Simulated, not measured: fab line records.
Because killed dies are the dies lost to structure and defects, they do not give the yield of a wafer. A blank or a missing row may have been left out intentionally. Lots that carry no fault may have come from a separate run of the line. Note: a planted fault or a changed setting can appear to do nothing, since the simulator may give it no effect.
Which of the tools did it? / flow sfq-line / 15 lots with 45 wafers sampled at 4 steps, on a route of 325 steps

## WHAT THE GAUGES SHOWED, per wafer
Not one reading of a measure or inspect step in the record can be checked against a usual standard deviation.

## TOOL THAT RAN EACH LOT (tool first, then ch and the chambers of the sampled wafers, then the start)
lot=L589; SFQ_TRILAYER_L0_VIA_ETCH_VIA_ETCH_016=rie-diel-02 ch 1,2,3, day 6 18:45; SFQ_TRILAYER_I2_VIA_BARC_OPEN_VIA_ETCH_096=rie-diel-01 ch 0,1,2, day 37 19:26; SFQ_TRILAYER_R5_DEP_SPUTTER_132=pvd-sputter-04, day 61 02:53; SFQ_TRILAYER_R5_LITHO_DEVELOP_138=litho-track-01 ch 0, day 61 05:17
lot=L590; SFQ_TRILAYER_L0_VIA_ETCH_VIA_ETCH_016=rie-diel-03 ch 0,1,2, day 6 21:09; SFQ_TRILAYER_I2_VIA_BARC_OPEN_VIA_ETCH_096=rie-diel-04 ch 1,2, day 37 21:50; SFQ_TRILAYER_R5_DEP_SPUTTER_132=pvd-sputter-05, day 61 06:09; SFQ_TRILAYER_R5_LITHO_DEVELOP_138=litho-track-04 ch 0, day 61 09:43
lot=L594; SFQ_TRILAYER_L0_VIA_ETCH_VIA_ETCH_016=rie-diel-04 ch 0,2,3, day 7 04:21; SFQ_TRILAYER_I2_VIA_BARC_OPEN_VIA_ETCH_096=rie-diel-02 ch 1,2,3, day 38 07:26; SFQ_TRILAYER_R5_DEP_SPUTTER_132=pvd-sputter-04, day 61 19:23; SFQ_TRILAYER_R5_LITHO_DEVELOP_138=litho-track-01 ch 0, day 67 05:11
lot=L595; SFQ_TRILAYER_L0_VIA_ETCH_VIA_ETCH_016=rie-diel-03 ch 0,2,3, day 7 06:45; SFQ_TRILAYER_I2_VIA_BARC_OPEN_VIA_ETCH_096=rie-diel-01 ch 0,1,3, day 38 08:38; SFQ_TRILAYER_R5_DEP_SPUTTER_132=pvd-sputter-05, day 61 22:23; SFQ_TRILAYER_R5_LITHO_DEVELOP_138=litho-track-04 ch 0, day 67 10:04
lot=L596; SFQ_TRILAYER_L0_VIA_ETCH_VIA_ETCH_016=rie-diel-02 ch 0,1,2, day 7 07:57; SFQ_TRILAYER_I2_VIA_BARC_OPEN_VIA_ETCH_096=rie-diel-04 ch 1,3, day 38 11:02; SFQ_TRILAYER_R5_DEP_SPUTTER_132=pvd-sputter-03, day 62 02:53; SFQ_TRILAYER_R5_LITHO_DEVELOP_138=litho-track-02 ch 0, day 67 16:01
lot=L597; SFQ_TRILAYER_L0_VIA_ETCH_VIA_ETCH_016=rie-diel-04 ch 1,2,3, day 7 12:43; SFQ_TRILAYER_I2_VIA_BARC_OPEN_VIA_ETCH_096=rie-diel-02 ch 1,2,3, day 38 13:26; SFQ_TRILAYER_R5_DEP_SPUTTER_132=pvd-sputter-05, day 62 14:40; SFQ_TRILAYER_R5_LITHO_DEVELOP_138=litho-track-04 ch 0, day 68 02:47
lot=L599; SFQ_TRILAYER_L0_VIA_ETCH_VIA_ETCH_016=rie-diel-02 ch 1,2, day 7 16:19; SFQ_TRILAYER_I2_VIA_BARC_OPEN_VIA_ETCH_096=rie-diel-02 ch 1,2,3, day 38 18:37; SFQ_TRILAYER_R5_DEP_SPUTTER_132=pvd-sputter-05, day 63 11:04; SFQ_TRILAYER_R5_LITHO_DEVELOP_138=litho-track-04 ch 0, day 68 23:22
lot=L602; SFQ_TRILAYER_L0_VIA_ETCH_VIA_ETCH_016=rie-diel-04 ch 0,2,3, day 8 03:07; SFQ_TRILAYER_I2_VIA_BARC_OPEN_VIA_ETCH_096=rie-diel-02 ch 2,3, day 38 23:25; SFQ_TRILAYER_R5_DEP_SPUTTER_132=pvd-sputter-05, day 68 15:40; SFQ_TRILAYER_R5_LITHO_DEVELOP_138=litho-track-01, day 73 11:09
lot=L603; SFQ_TRILAYER_L0_VIA_ETCH_VIA_ETCH_016=rie-diel-03 ch 2,3, day 8 04:19; SFQ_TRILAYER_I2_VIA_BARC_OPEN_VIA_ETCH_096=rie-diel-01 ch 0,1,3, day 39 04:13; SFQ_TRILAYER_R5_DEP_SPUTTER_132=pvd-sputter-03, day 68 17:54; SFQ_TRILAYER_R5_LITHO_DEVELOP_138=litho-track-01, day 73 13:33
lot=L604; SFQ_TRILAYER_L0_VIA_ETCH_VIA_ETCH_016=rie-diel-02 ch 0,3, day 8 05:38; SFQ_TRILAYER_I2_VIA_BARC_OPEN_VIA_ETCH_096=rie-diel-04 ch 0,1, day 39 05:25; SFQ_TRILAYER_R5_DEP_SPUTTER_132=pvd-sputter-03, day 69 00:01; SFQ_TRILAYER_R5_LITHO_DEVELOP_138=litho-track-02, day 73 18:21
lot=L605; SFQ_TRILAYER_L0_VIA_ETCH_VIA_ETCH_016=rie-diel-03 ch 0,2,3, day 8 17:04; SFQ_TRILAYER_I2_VIA_BARC_OPEN_VIA_ETCH_096=rie-diel-02 ch 0,1,3, day 39 06:37; SFQ_TRILAYER_R5_DEP_SPUTTER_132=pvd-sputter-04, day 69 01:13; SFQ_TRILAYER_R5_LITHO_DEVELOP_138=litho-track-02 ch 0, day 73 20:45
lot=L608; SFQ_TRILAYER_L0_VIA_ETCH_VIA_ETCH_016=rie-diel-02 ch 2,3, day 13 22:35; SFQ_TRILAYER_I2_VIA_BARC_OPEN_VIA_ETCH_096=rie-diel-02 ch 0,1, day 39 11:25; SFQ_TRILAYER_R5_DEP_SPUTTER_132=pvd-sputter-04, day 73 12:02; SFQ_TRILAYER_R5_LITHO_DEVELOP_138=litho-track-04 ch 0, day 74 01:41
lot=L609; SFQ_TRILAYER_L0_VIA_ETCH_VIA_ETCH_016=rie-diel-03 ch 0,1,3, day 14 17:14; SFQ_TRILAYER_I2_VIA_BARC_OPEN_VIA_ETCH_096=rie-diel-01 ch 0,1, day 39 15:37; SFQ_TRILAYER_R5_DEP_SPUTTER_132=pvd-sputter-03, day 73 14:26; SFQ_TRILAYER_R5_LITHO_DEVELOP_138=litho-track-01 ch 0, day 74 04:07
lot=L610; SFQ_TRILAYER_L0_VIA_ETCH_VIA_ETCH_016=rie-diel-02 ch 0,1,2, day 15 06:39; SFQ_TRILAYER_I2_VIA_BARC_OPEN_VIA_ETCH_096=rie-diel-04 ch 0,1,3, day 44 15:01; SFQ_TRILAYER_R5_DEP_SPUTTER_132=pvd-sputter-03, day 74 03:28; SFQ_TRILAYER_R5_LITHO_DEVELOP_138=litho-track-02 ch 0, day 74 20:55
lot=L612; SFQ_TRILAYER_L0_VIA_ETCH_VIA_ETCH_016=rie-diel-04 ch 2,3, day 15 21:48; SFQ_TRILAYER_I2_VIA_BARC_OPEN_VIA_ETCH_096=rie-diel-02 ch 1,2, day 44 23:25; SFQ_TRILAYER_R5_DEP_SPUTTER_132=pvd-sputter-05, day 74 10:06; SFQ_TRILAYER_R5_LITHO_DEVELOP_138=litho-track-04 ch 0, day 75 04:05
- SFQ_TRILAYER_L0_VIA_ETCH_VIA_ETCH_016: etches SiO2 in CHF3, stops on MoNx KI, target depth 80 nm.
- SFQ_TRILAYER_I2_VIA_BARC_OPEN_VIA_ETCH_096: etches BARC in O2, target depth 125 nm, time 41.7 s.
- SFQ_TRILAYER_R5_DEP_SPUTTER_132: material Ti, target thk 5 nm, time 5 s.
- SFQ_TRILAYER_R5_LITHO_DEVELOP_138: time 60 s.

## AS READ BY THE TOOLS THEMSELVES (means over the sampled wafers that have a number; for cases with no such wafer, the mark the record gives instead)
SFQ_TRILAYER_L0_VIA_ETCH_VIA_ETCH_016. Usual: drypump-motor-current-A 5.6 A, standard deviation 0.5; oes-product-au 0.841 a.u., standard deviation 0.0079.
lot=L589; tool=rie-diel-02; drypump-motor-current-A (A)=5.7; oes-product-au (a.u.)=0.840; flag=
lot=L590; tool=rie-diel-03; drypump-motor-current-A (A)=5.6; oes-product-au (a.u.)=0.846; flag=
lot=L594; tool=rie-diel-04; drypump-motor-current-A (A)=5.3; oes-product-au (a.u.)=0.838; flag=
lot=L595; tool=rie-diel-03; drypump-motor-current-A (A)=5.7; oes-product-au (a.u.)=0.844; flag=
lot=L596; tool=rie-diel-02; drypump-motor-current-A (A)=5.5; oes-product-au (a.u.)=0.843; flag=
lot=L597; tool=rie-diel-04; drypump-motor-current-A (A)=5.1; oes-product-au (a.u.)=0.839; flag=
lot=L599; tool=rie-diel-02; drypump-motor-current-A (A)=5.4; oes-product-au (a.u.)=0.842; flag=
lot=L602; tool=rie-diel-04; drypump-motor-current-A (A)=5.4; oes-product-au (a.u.)=0.843; flag=
lot=L603; tool=rie-diel-03; drypump-motor-current-A (A)=5.8; oes-product-au (a.u.)=0.839; flag=
lot=L604; tool=rie-diel-02; drypump-motor-current-A (A)=5.9; oes-product-au (a.u.)=0.841; flag=
lot=L605; tool=rie-diel-03; drypump-motor-current-A (A)=5.7; oes-product-au (a.u.)=0.849; flag=
lot=L608; tool=rie-diel-02; drypump-motor-current-A (A)=5.4; oes-product-au (a.u.)=0.852; flag=
lot=L609; tool=rie-diel-03; drypump-motor-current-A (A)=5.8; oes-product-au (a.u.)=0.847; flag=
lot=L610; tool=rie-diel-02; drypump-motor-current-A (A)=5.5; oes-product-au (a.u.)=0.837; flag=
lot=L612; tool=rie-diel-04; drypump-motor-current-A (A)=4.8; oes-product-au (a.u.)=0.845; flag=

SFQ_TRILAYER_I2_VIA_BARC_OPEN_VIA_ETCH_096. Usual: drypump-motor-current-A 5.6 A, standard deviation 0.47; oes-product-au 0.685 a.u., standard deviation 0.0045.
lot=L589; tool=rie-diel-01; drypump-motor-current-A (A)=5.6; oes-product-au (a.u.)=0.682; flag=
lot=L590; tool=rie-diel-04; drypump-motor-current-A (A)=5.3; oes-product-au (a.u.)=0.685; flag=
lot=L594; tool=rie-diel-02; drypump-motor-current-A (A)=5.7; oes-product-au (a.u.)=0.681; flag=
lot=L595; tool=rie-diel-01; drypump-motor-current-A (A)=5.5; oes-product-au (a.u.)=0.685; flag=
lot=L596; tool=rie-diel-04; drypump-motor-current-A (A)=5.2; oes-product-au (a.u.)=0.685; flag=
lot=L597; tool=rie-diel-02; drypump-motor-current-A (A)=5.7; oes-product-au (a.u.)=0.677; flag=
lot=L599; tool=rie-diel-02; drypump-motor-current-A (A)=5.7; oes-product-au (a.u.)=0.685; flag=
lot=L602; tool=rie-diel-02; drypump-motor-current-A (A)=5.7; oes-product-au (a.u.)=0.683; flag=
lot=L603; tool=rie-diel-01; drypump-motor-current-A (A)=5.5; oes-product-au (a.u.)=0.685; flag=
lot=L604; tool=rie-diel-04; drypump-motor-current-A (A)=6.3; oes-product-au (a.u.)=0.686; flag=
lot=L605; tool=rie-diel-02; drypump-motor-current-A (A)=5.8; oes-product-au (a.u.)=0.682; flag=
lot=L608; tool=rie-diel-02; drypump-motor-current-A (A)=5.7; oes-product-au (a.u.)=0.684; flag=
lot=L609; tool=rie-diel-01; drypump-motor-current-A (A)=5.3; oes-product-au (a.u.)=0.688; flag=
lot=L610; tool=rie-diel-04; drypump-motor-current-A (A)=5.7; oes-product-au (a.u.)=0.683; flag=
lot=L612; tool=rie-diel-02; drypump-motor-current-A (A)=5.6; oes-product-au (a.u.)=0.687; flag=

SFQ_TRILAYER_R5_DEP_SPUTTER_132. Usual: throttle-valve-pct reads 30.2 % (standard deviation 1.3).
lot=L589; tool=pvd-sputter-04; throttle-valve-pct (%)=31.0; flag=
lot=L590; tool=pvd-sputter-05; throttle-valve-pct (%)=30.2; flag=
lot=L594; tool=pvd-sputter-04; throttle-valve-pct (%)=31.0; flag=
lot=L595; tool=pvd-sputter-05; throttle-valve-pct (%)=29.5; flag=
lot=L596; tool=pvd-sputter-03; throttle-valve-pct (%)=29.5; flag=
lot=L597; tool=pvd-sputter-05; throttle-valve-pct (%)=30.6; flag=
lot=L599; tool=pvd-sputter-05; throttle-valve-pct (%)=29.5; flag=
lot=L602; tool=pvd-sputter-05; throttle-valve-pct (%)=29.3; flag=
lot=L603; tool=pvd-sputter-03; throttle-valve-pct (%)=30.3; flag=
lot=L604; tool=pvd-sputter-03; throttle-valve-pct (%)=29.4; flag=
lot=L605; tool=pvd-sputter-04; throttle-valve-pct (%)=31.4; flag=
lot=L608; tool=pvd-sputter-04; throttle-valve-pct (%)=31.2; flag=
lot=L609; tool=pvd-sputter-03; throttle-valve-pct (%)=30.0; flag=
lot=L610; tool=pvd-sputter-03; throttle-valve-pct (%)=29.4; flag=
lot=L612; tool=pvd-sputter-05; throttle-valve-pct (%)=30.4; flag=

SFQ_TRILAYER_R5_LITHO_DEVELOP_138. Usual: chill-plate-temp-C 22.98 C, standard deviation 0.11; exhaust-pa 45.1 Pa, standard deviation 0.86.
lot=L589; tool=litho-track-01; chill-plate-temp-C (C)=22.96; exhaust-pa (Pa)=45.0; flag=
lot=L590; tool=litho-track-04; chill-plate-temp-C (C)=22.90; exhaust-pa (Pa)=44.9; flag=
lot=L594; tool=litho-track-01; chill-plate-temp-C (C)=23.00; exhaust-pa (Pa)=44.8; flag=
lot=L595; tool=litho-track-04; chill-plate-temp-C (C)=22.90; exhaust-pa (Pa)=45.6; flag=
lot=L596; tool=litho-track-02; chill-plate-temp-C (C)=23.10; exhaust-pa (Pa)=45.5; flag=
lot=L597; tool=litho-track-04; chill-plate-temp-C (C)=22.94; exhaust-pa (Pa)=44.9; flag=
lot=L599; tool=litho-track-04; chill-plate-temp-C (C)=22.81; exhaust-pa (Pa)=45.1; flag=
lot=L602; tool=litho-track-01; chill-plate-temp-C (C)=-; exhaust-pa (Pa)=-; flag=OFF
lot=L603; tool=litho-track-01; chill-plate-temp-C (C)=-; exhaust-pa (Pa)=-; flag=OFF
lot=L604; tool=litho-track-02; chill-plate-temp-C (C)=-; exhaust-pa (Pa)=-; flag=OFF
lot=L605; tool=litho-track-02; chill-plate-temp-C (C)=22.98; exhaust-pa (Pa)=46.5; flag=
lot=L608; tool=litho-track-04; chill-plate-temp-C (C)=23.01; exhaust-pa (Pa)=44.5; flag=
lot=L609; tool=litho-track-01; chill-plate-temp-C (C)=23.09; exhaust-pa (Pa)=45.5; flag=
lot=L610; tool=litho-track-02; chill-plate-temp-C (C)=22.97; exhaust-pa (Pa)=44.2; flag=
lot=L612; tool=litho-track-04; chill-plate-temp-C (C)=22.94; exhaust-pa (Pa)=45.6; flag=

## THE ANSWER, worked out from the rows above alone
Rule: a lot counts as off when the mean over its wafers that have a number is more than 3 standard deviations away from the usual mean. Also off: a lot with no number at a reading for which 4 or more lots have one. The other lots that the step has rows for count as sound. First the gauges in route order, then the tools' own readings, where a lot's mean is used as printed above. At the first step where some lot is off, the reading lying furthest off is the one used; lots without a number count as furthest.
Off: L602, L603, L604, at SFQ_TRILAYER_R5_LITHO_DEVELOP_138 (chill-plate-temp-C). Without a number there: L602, L603, L604.
A tool fits if, at that step or a process step before it, it ran every lot that is off, and no sound lot after the first of them. None of those tried fits.

## WHAT THE SIMULATOR PUT IN
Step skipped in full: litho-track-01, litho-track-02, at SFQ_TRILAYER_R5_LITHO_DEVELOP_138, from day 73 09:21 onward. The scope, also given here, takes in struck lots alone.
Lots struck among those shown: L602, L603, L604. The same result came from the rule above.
